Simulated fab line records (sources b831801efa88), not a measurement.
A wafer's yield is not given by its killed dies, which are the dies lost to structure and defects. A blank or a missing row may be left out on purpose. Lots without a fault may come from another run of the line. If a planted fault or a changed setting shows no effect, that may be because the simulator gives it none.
Chamber matching || flow gf180mcu || GF_V5_CMP_26 on cmp-02: 4 sister chambers
The step polishes, stops on SiO2, t overpolish 15 s, target thk 0 nm. 8 wafers are shown with their chamber, then 7 later ones without.

## WAFERS PAIRED WITH THEIR CHAMBERS
{"wafer": "L926.2", "chamber": 2, "motor_current_A (A)": 10.9, "time_to_endpoint_s (s)": 83}
{"wafer": "L929.3", "chamber": 3, "motor_current_A (A)": 10.1, "time_to_endpoint_s (s)": 84}
{"wafer": "L929.5", "chamber": 2, "motor_current_A (A)": 10.6, "time_to_endpoint_s (s)": 86}
{"wafer": "L930.2", "chamber": 1, "motor_current_A (A)": 12.8, "time_to_endpoint_s (s)": 86}
{"wafer": "L930.3", "chamber": 3, "motor_current_A (A)": 10.3, "time_to_endpoint_s (s)": 84}
{"wafer": "L930.5", "chamber": 0, "motor_current_A (A)": 10.8, "time_to_endpoint_s (s)": 88}
{"wafer": "L932.1", "chamber": 1, "motor_current_A (A)": 12.4, "time_to_endpoint_s (s)": 81}
{"wafer": "L932.5", "chamber": 0, "motor_current_A (A)": 10.5, "time_to_endpoint_s (s)": 82}

## WAFERS WHOSE CHAMBER IS MISSING
{"wafer": "L932.6", "motor_current_A (A)": 9.9, "time_to_endpoint_s (s)": 81}
{"wafer": "L933.2", "motor_current_A (A)": 10.6, "time_to_endpoint_s (s)": 87}
{"wafer": "L933.4", "motor_current_A (A)": 11.1, "time_to_endpoint_s (s)": 81}
{"wafer": "L933.6", "motor_current_A (A)": 11.3, "time_to_endpoint_s (s)": 87}
{"wafer": "L934.2", "motor_current_A (A)": 12.6, "time_to_endpoint_s (s)": 89}
{"wafer": "L934.4", "motor_current_A (A)": 11.3, "time_to_endpoint_s (s)": 81}
{"wafer": "L934.5", "motor_current_A (A)": 10.7, "time_to_endpoint_s (s)": 89}

## WHICH CHAMBER EACH ONE RAN IN
{"wafer": "L932.6", "from the rows above": "can't be placed: 3 or 0", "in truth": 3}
{"wafer": "L933.2", "from the rows above": "can't be placed: 0 or 2 or 3", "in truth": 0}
{"wafer": "L933.4", "from the rows above": "can't be placed: 2 or 0", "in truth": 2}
{"wafer": "L933.6", "from the rows above": "can't be placed: 2 or 0", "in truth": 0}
{"wafer": "L934.2", "from the rows above": 1, "in truth": 1}
{"wafer": "L934.4", "from the rows above": "can't be placed: 2 or 0", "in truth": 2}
{"wafer": "L934.5", "from the rows above": "can't be placed: 0 or 2 or 3", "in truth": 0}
Placed correctly: 1 of 7. Not placeable from these rows: 6 (in 6, the candidates include the true chamber). 0 placed wrongly.
How it was worked out, from the rows above alone: a wafer's distance from a chamber is the root of the sum, over the readings, of the square of ((its reading less the chamber's mean) divided by the reading's scatter). The wafer belongs to the nearest chamber; if the next one is less than 2 further off, it can't be placed. Each chamber's mean is taken over the wafers shown for it. The scatter: the root of (the sum of the squares of (reading less its chamber's mean) over the shown wafers, divided by (wafers less chambers)).
